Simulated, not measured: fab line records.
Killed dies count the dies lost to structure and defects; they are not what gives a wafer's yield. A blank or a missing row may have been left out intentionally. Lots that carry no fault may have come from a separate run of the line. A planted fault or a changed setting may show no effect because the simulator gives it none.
fab line records | flow sky130
record lots=5 wafers=15 lastDay=50
route steps=708 shown METAL2@495 VIA2@507 PAD_OPEN@708
lots untouched by any fault: they come from a run of this same line in which no faults occurred
startH: hours from the record's opening day to when the first of the lot's shown wafers began | waitH: hours since the lot's step before | " the same as in the row above | L1.1+2: a row that stands for several wafers | - no value, or no start given | * or withheld: withheld | < > ~ a bound
route shown NAME@n: a module of which the file shows steps, and the number in the route of the first | usual: mean and standard deviation over wafers with no fault | same: alike in all rows | chamber/n: place in a boat | sites: each site's reading | _std_site: how widely they spread, as a standard deviation | _edge_site: the outer-site mean with the inner-site mean subtracted | radiusMm: how far each site lies from the wafer's centre | mask NAME#n: copy n | behind: the most recent tool/chamber to have shaped the wafer | hold: reason for holding the lot/hours on hold/outcome of the hold | device: names the non-switching transistor (n, p or np) | end of line: the route-end tests of the same wafers | where a step has no rows: the recipe by itself | killed: count of dies lost to structure and defects at first sort (not the wafer's yield) | map: shows each die of a wafer: x if killed, . if not, _ if none is there
set.NAME: the run value of the setting; set.NAME@STEP: its run value at that earlier step | model.NAME: the simulator's own value behind a step, which no gauge read
lots at some steps of the route; a table a step, a row a wafer
services: when a tool's chamber went out of use (startH, in hours from the record's first day, below 0 if earlier), for how many hours, and the reason
## steps
# step SKY_METAL2_EXPOSE_12
# recipe maskId=MM2 na=0.8 sourceShape=annular sigmaInner=0.55 sigmaOuter=0.85 targetCdNm=140 doseMj=28
# step SKY_METAL2_PEB_13
# recipe pebTempC=withheld pebTimeS=withheld resist=KrF-thick
# step SKY_METAL2_DEVELOP_14
# recipe developTimeS=60 resist=KrF-thick devTempC=21
# step SKY_METAL2_CD_MEAS_15
# recipe targetCdNm=140
# usual cdNm=140.0/1.6
# columns lot.wafer tool chamber startH waitH cdNm
L219.1 cdSem-02 - 839.39 - 140.8
L219.4 " - " " 142.1
L219.5 " - " " 140.1
L227.2 cdSem-02 - 901.01 - 139.5
L227.3 " - " " 141.5
L227.4 " - " " 140.1
L235.3 cdSem-01 - 961.88 - 138.4
L235.5 " - " " 139.2
L235.6 " - " " 140.8
L236.2 cdSem-02 - 971.21 - 141.5
L236.3 " - " " 141.2
L236.4 " - " " 142.2
L239.1 cdSem-01 - 982.48 - 139.2
L239.2 " - " " 139.7
L239.3 " - " " 139.9
# step SKY_METAL2_OVL_MEAS_16
# usual METAL2_OVL=1/5.7
# columns lot.wafer tool chamber startH waitH METAL2_OVL[nm]
L219.1 overlay-02 - 839.51 0.1 -5
L219.4 " - " " -6
L219.5 " - " " -10
L227.2 overlay-02 - 901.11 0.1 -1
L227.3 " - " " 5
L227.4 " - " " 7
L235.3 overlay-02 - 961.97 0.1 1
L235.5 " - " " -2
L235.6 " - " " 2
L236.2 overlay-01 - 971.31 0.1 7
L236.3 " - " " -3
L236.4 " - " " -1
L239.1 overlay-01 - 982.60 0.1 -7
L239.2 " - " " -2
L239.3 " - " " 6
# step SKY_METAL2_DESCUM_17
# recipe chemistry=O2 sourcePowerW=150 biasPowerW=0 pressureMtorr=10 tempC=40 timeS=8
# usual chamberPressureMTorr=10.000/0.0088 drypumpMotorCurrentA=5.6/0.41 heBacksideLeakSccm=3.18/0.25 oesProductAu=1.003/0.013
# columns lot.wafer tool chamber startH waitH chamberPressureMTorr drypumpMotorCurrentA heBacksideLeakSccm oesProductAu rfHoursCounterH
L219.1 rieMetal-02 1 839.54 0.0 9.995 6.3 3.11 0.968 16
L219.4 " 0 " " 10.005 6.0 4.69 0.996 -
L219.5 " 0 " " 9.995 6.0 3.15 1.002 -
L227.2 rieMetal-04 0 901.14 0.0 10.002 5.6 3.07 1.011 7
L227.3 " 1 " " 9.986 5.6 2.97 1.021 -
L227.4 " 0 " " 9.995 5.6 2.96 1.013 -
L235.3 rieMetal-02 0 962.01 0.0 10.002 6.0 3.25 1.004 -
L235.5 " 1 " " 9.988 6.3 3.14 0.985 -
L235.6 " 0 " " 10.009 6.0 3.35 0.995 -
L236.2 rieMetal-03 0 971.34 0.0 9.999 5.7 3.26 1.019 12
L236.3 " 0 " " 9.997 5.7 3.46 1.026 -
L236.4 " 1 " " 9.987 4.8 3.24 0.994 -
L239.1 rieMetal-03 0 982.64 0.0 10.009 5.7 3.20 1.014 12
L239.2 " 1 " " 9.983 4.7 3.24 0.992 14
L239.3 " 0 " " 10.010 5.7 3.15 1.007 -
# step SKY_METAL2_ETCH_18
# recipe chemistry=N2/H2 target=BARC ionEnergyEv=200 biasW=100 pressureMtorr=30 n2FlowSccm=100 h2FlowSccm=200 icpW=500 stopOn=SiO2 timeS=45.9 targetDepthA=600
# usual chamberPressureMTorr=30.001/0.027 drypumpMotorCurrentA=5.6/0.41 heBacksideLeakSccm=3.15/0.13 oesProductAu=0.855/0.0047 throttleValvePct=13.226/0.0092
# columns lot.wafer tool chamber startH waitH chamberPressureMTorr drypumpMotorCurrentA heBacksideLeakSccm oesProductAu rfHoursCounterH throttleValvePct
L219.1 rieMetal-02 1 839.57 0.0 30.009 6.3 3.23 0.857 16 13.223
L219.4 " 0 " " 29.980 6.0 3.27 0.864 - 13.227
L219.5 " 0 " " 29.989 6.0 3.34 0.858 - 13.225
L227.2 rieMetal-04 0 901.17 0.0 29.987 5.6 3.04 0.855 7 13.225
L227.3 " 1 " " 30.052 5.6 3.02 0.856 - 13.238
L227.4 " 0 " " 30.048 5.6 3.19 0.854 - 13.235
L235.3 rieMetal-02 0 962.07 0.0 29.977 6.0 3.19 0.864 - 13.213
L235.5 " 1 " " 30.010 6.3 3.28 0.853 - 13.211
L235.6 " 0 " " 29.956 6.0 3.24 0.861 - 13.233
L236.2 rieMetal-03 0 971.37 0.0 29.987 5.7 3.24 0.853 12 13.233
L236.3 " 0 " " 30.029 5.7 3.09 0.848 - 13.223
L236.4 " 1 " " 30.025 4.8 3.32 0.854 - 13.223
L239.1 rieMetal-03 0 982.67 0.0 29.977 5.7 3.08 0.863 12 13.228
L239.2 " 1 " " 29.990 4.8 3.22 0.860 14 13.241
L239.3 " 0 " " 29.985 5.7 3.04 0.843 - 13.235
# step SKY_METAL2_METAL_ETCH_19
# recipe targetDepthA=3600 stopOn=SiO2 overEtchFrac=0.3 timeS=78 chemistry=Cl2/BCl3 resistSidewallDeg=88 pressureMtorr=10 icpW=900 biasW=48.5 Cl2_flow_sccm=60 bcl3FlowSccm=30
# usual chamberPressureMTorr=10.000/0.0075 drypumpMotorCurrentA=5.6/0.41 heBacksideLeakSccm=3.17/0.11 oesProductAu=0.854/0.0067 throttleValvePct=22.263/0.0093
# same overEtchFrac=0.3
# columns lot.wafer tool chamber startH waitH chamberPressureMTorr drypumpMotorCurrentA heBacksideLeakSccm oesProductAu rfHoursCounterH throttleValvePct
L219.1 rieMetal-02 1 839.64 0.0 9.990 6.2 3.24 0.859 16 22.278
L219.4 " 0 " " 10.003 6.0 3.15 0.856 - 22.263
L219.5 " 0 " " 10.011 6.0 3.34 0.848 - 22.251
L227.2 rieMetal-04 0 901.24 0.0 10.007 5.6 3.12 0.858 7 22.269
L227.3 " 1 " " 10.001 5.5 3.05 0.844 - 22.263
L227.4 " 0 " " 10.007 5.6 3.22 0.858 - 22.263
L235.3 rieMetal-02 0 962.16 0.1 10.000 6.0 3.02 0.860 - 22.270
L235.5 " 1 " " 10.002 6.3 3.19 0.844 - 22.271
L235.6 " 0 " " 9.989 6.0 3.32 0.858 - 22.256
L236.2 rieMetal-03 0 971.44 0.0 9.987 5.7 3.18 0.847 12 22.264
L236.3 " 0 " " 10.013 5.7 3.21 0.848 - 22.246
L236.4 " 1 " " 9.997 4.8 3.24 0.861 - 22.260
L239.1 rieMetal-03 0 982.74 0.0 10.003 5.7 3.21 0.848 12 22.253
L239.2 " 1 " " 9.996 4.8 3.32 0.853 14 22.254
L239.3 " 0 " " 9.991 5.7 3.27 0.852 - 22.284
# step SKY_METAL2_STRIP_20
# recipe chemistry=O2/N2 powerW=1400 pressureMtorr=1500 platenTempC=withheld o2FlowSccm=3000 n2FlowSccm=300 overashFraction=0.5
# usual chamberPressureMTorr=1499.9/1.2 drypumpMotorCurrentA=5.9/0.4 oesProductAu=0.342/0.0051 stripTimeToEndpointS=2.68/0.064
# columns lot.wafer tool chamber startH waitH chamberPressureMTorr drypumpMotorCurrentA oesProductAu rfHoursCounterH stripTimeToEndpointS
L219.1 plasmaAsher-01 1 839.73 0.1 1499.5 5.4 0.342 108 2.82
L219.4 " 1 " " 1502.2 5.5 0.341 - 2.67
L219.5 " 1 " " 1499.0 5.4 0.348 - 2.65
L227.2 plasmaAsher-02 1 901.33 0.1 1500.6 5.6 0.347 65 2.62
L227.3 " 1 " " 1500.8 5.6 0.339 - 2.63
L227.4 " 0 " " 1498.0 5.5 0.333 - 2.63
L235.3 plasmaAsher-01 1 962.28 0.1 1498.4 5.4 0.344 - 2.66
L235.5 " 0 " " 1499.8 5.3 0.340 - 2.76
L235.6 " 1 " " 1500.6 5.4 0.334 - 2.65
L236.2 plasmaAsher-01 1 971.53 0.1 1498.2 5.4 0.339 122 2.62
L236.3 " 1 " " 1499.9 5.4 0.334 - 2.60
L236.4 " 0 " " 1502.0 5.3 0.345 - 2.76
L239.1 plasmaAsher-04 0 982.83 0.1 1498.5 6.2 0.340 19 2.65
L239.2 " 1 " " 1500.5 6.3 0.349 19 2.80
L239.3 " 0 " " 1498.7 6.2 0.337 - 2.62
# step SKY_METAL2_STRIP_21
# recipe chemistry=postEtchResidueRemover timeS=1200 tempC=72.5
# step SKY_METAL2_CLEAN_22
# recipe chemistry=IPA timeS=180 tempC=25
# step SKY_METAL2_CLEAN_23
# recipe chemistry=O3/DIW dry=n2Spin
# step SKY_VIA2_HDPCVD_00
# recipe material=SiO2 targetThkNm=1180 sigmaOpenFrac=0.3 timeS=196.7 tempC=400 sih4FlowSccm=60 pressureMtorr=6
# columns lot.wafer tool chamber startH waitH model.SiO2_of_VIA2_HDPCVD_00.thkNm
L219.1 hdpcvd-01 0 840.33 0.0 1189
L219.4 " 1 " " 1203
L219.5 " 0 " " 1194
L227.2 hdpcvd-02 1 901.92 0.0 1164
L227.3 " 0 " " 838.4
L227.4 " 1 " " 1186
L235.3 hdpcvd-01 1 962.83 0.0 1189
L235.5 " 2 " " 1191
L235.6 " 0 " " 1192
L236.2 hdpcvd-02 1 972.13 0.0 1174
L236.3 " 0 " " 1164
L236.4 " 2 " " 1156
L239.1 hdpcvd-02 0 983.46 0.0 1203
L239.2 " 2 " " 1184
L239.3 " 1 " " 1206
# step SKY_VIA2_THK_MEAS_01
# recipe reads=SiO2_of_VIA2_HDPCVD_00
# usual VIA2_HDPCVD_THK=1186/12
# columns lot.wafer tool chamber startH waitH VIA2_HDPCVD_THK[nm]
L219.1 filmMetro-04 - 840.45 0.1 1189
L219.4 " - " " 1203
L219.5 " - " " 1195
L227.2 filmMetro-02 - 902.05 0.1 1164
L227.3 " - " " 838
L227.4 " - " " 1186
L235.3 filmMetro-01 - 962.98 0.1 1188
L235.5 " - " " 1192
L235.6 " - " " 1192
L236.2 filmMetro-04 - 972.27 0.1 1174
L236.3 " - " " 1164
L236.4 " - " " 1156
L239.1 filmMetro-04 - 983.58 0.1 1202
L239.2 " - " " 1184
L239.3 " - " " 1205
# step SKY_VIA2_CMP_02
# recipe material=SiO2 downForcePsi=4 platenRpm=60 padVelocityMS=0.94248
# usual motorCurrentA=12.3/1.2
# columns lot.wafer tool chamber startH waitH motorCurrentA
L219.4 cmp-01 2 840.51 0.0 11.9
L219.1 " 1 " " 13.9
L219.5 " 3 " " 10.4
L227.2 cmp-01 2 902.20 0.1 11.4
L227.3 " 3 " " 10.5
L227.4 " 0 " " 11.5
L235.3 cmp-01 1 963.17 0.2 14.5
L235.6 " 2 " " 11.4
L235.5 " 3 " " 10.8
L236.2 cmp-02 1 972.37 0.1 10.6
L236.3 " 2 " " 12.7
L236.4 " 3 " " 13.3
L239.1 cmp-02 3 983.69 0.1 13.4
L239.3 " 0 " " 13.2
L239.2 " 1 " " 11.4
# step SKY_PAD_OPEN_PROBE_99
# usual defectLimitedYield=82.6/1.9 killed_at_M0_to_M3=42/7 killed_at_M4_up=3.2/1.6 killedAtContacts=24/5.8 killedAtFrontEnd=16/4.3 killedAtOther=0.3/0.62 killedDies=86/9.5 killedOpen=46/6.4 killedShort=39/6.3 sort_bin_3_pad_short=0.9/0.43 sort_bin_5_function=10.5/1.4 sort_bin_6_memory=6.1/1.2 sortNPass=406/9.5 sortYieldPct=82.6/1.9
# same grossDies=492 killedAtBackSide=0 sort_bin_4_leakage[%]=0 sort_bin_8_speed[%]=0
# columns lot.wafer tool chamber startH waitH defectLimitedYield[%] killed_at_M0_to_M3 killed_at_M4_up killedAtContacts killedAtFrontEnd killedAtOther killedDies killedOpen killedShort sort_bin_3_pad_short[%] sort_bin_5_function[%] sort_bin_6_memory[%] sortNPass sortYieldPct[%]
L236.2 prober-01 - 1187.22 0.1 84.6 41 2 21 12 0 76 49 27 0 10.6 4.9 416 84.6
L236.3 prober-01 - 1187.27 0.2 80.5 40 4 29 23 0 96 47 49 0.4 11.8 7.3 396 80.5
L236.4 prober-01 - 1187.32 0.2 80.3 43 4 31 17 2 97 47 50 1.6 11.4 6.7 395 80.3
# killed by level:class
L236.2 VIA1:geometricParticle:open=12 CONTACT:geometricParticle:open=10 VIA3:geometricParticle:open=6 LI_CONTACT:geometricParticle:open=5 VIA2:geometricParticle:open=5 FIELD_ISO:geometricParticle:short=4 METAL1:geometricParticle:short=4 METAL2:geometricParticle:short=4
L236.3 VIA1:geometricParticle:open=12 CONTACT:geometricParticle:open=9 FIELD_ISO:geometricParticle:open=7 CONTACT:geometricParticle:short=7 POLY_GATE:geometricParticle:short=6 LI_CONTACT:geometricParticle:short=6 VIA1:geometricParticle:short=6 VIA3:geometricParticle:open=5
L236.4 CONTACT:geometricParticle:open=9 VIA1:geometricParticle:open=9 CONTACT:geometricParticle:short=8 VIA3:geometricParticle:open=7 LI_CONTACT:geometricParticle:open=5 FIELD_ISO:geometricParticle:short=5 LI_CONTACT:geometricParticle:short=5 METAL1:geometricParticle:short=5
## services
# columns tool chamber startH hours kind
plasmaAsher-02 - 817.16 4.3 pm
rieMetal-02 - 829.66 0.2 repair
cmp-02 - 836.76 6.3 pm
cmp-01 - 843.30 5.4 pm
cmp-01 - 863.45 1.8 repair
hdpcvd-02 2 868.95 6.3 repair
hdpcvd-02 0 877.24 12.9 repair
rieMetal-04 - 877.92 2.8 pm
hdpcvd-01 - 885.56 0.8 repair
plasmaAsher-04 - 887.38 50.3 pm
cmp-02 - 887.93 1.4 repair
hdpcvd-01 - 888.31 2.8 pm
cmp-02 - 893.59 8.4 repair
rieMetal-03 - 906.17 36.4 repair
cmp-01 - 912.00 4.0 pm
hdpcvd-02 2 920.00 6.1 repair
cmp-02 - 924.09 0.6 repair
cmp-01 - 928.78 6.8 pm
hdpcvd-01 0 933.65 13.9 repair
rieMetal-02 - 940.78 0.8 repair
hdpcvd-02 - 950.39 15.0 pm
cmp-02 - 955.03 1.7 repair
cmp-02 - 956.74 9.2 pm
rieMetal-02 0 970.84 4.1 repair
## key
firstSign step=SKY_VIA2_THK_MEAS_01 reading=VIA2_HDPCVD_THK direction=down sigmas=29 usual=1186 struck=838
effect none on later readings
modelEffect step=SKY_VIA2_HDPCVD_00 value=SiO2_of_VIA2_HDPCVD_00.thkNm without=1186 struck=838.4
metAt SKY_VIA2_HDPCVD_00
struckWafers L227.3
fault kind=processParameterDrift tool=hdpcvd-02 chamber=0 onsetH=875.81 steps=SKY_VIA2_HDPCVD_00 channel=targetThkNm offset=-347.2 shape=step endH=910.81 actsIn=theseRecipesOnly stated=1180
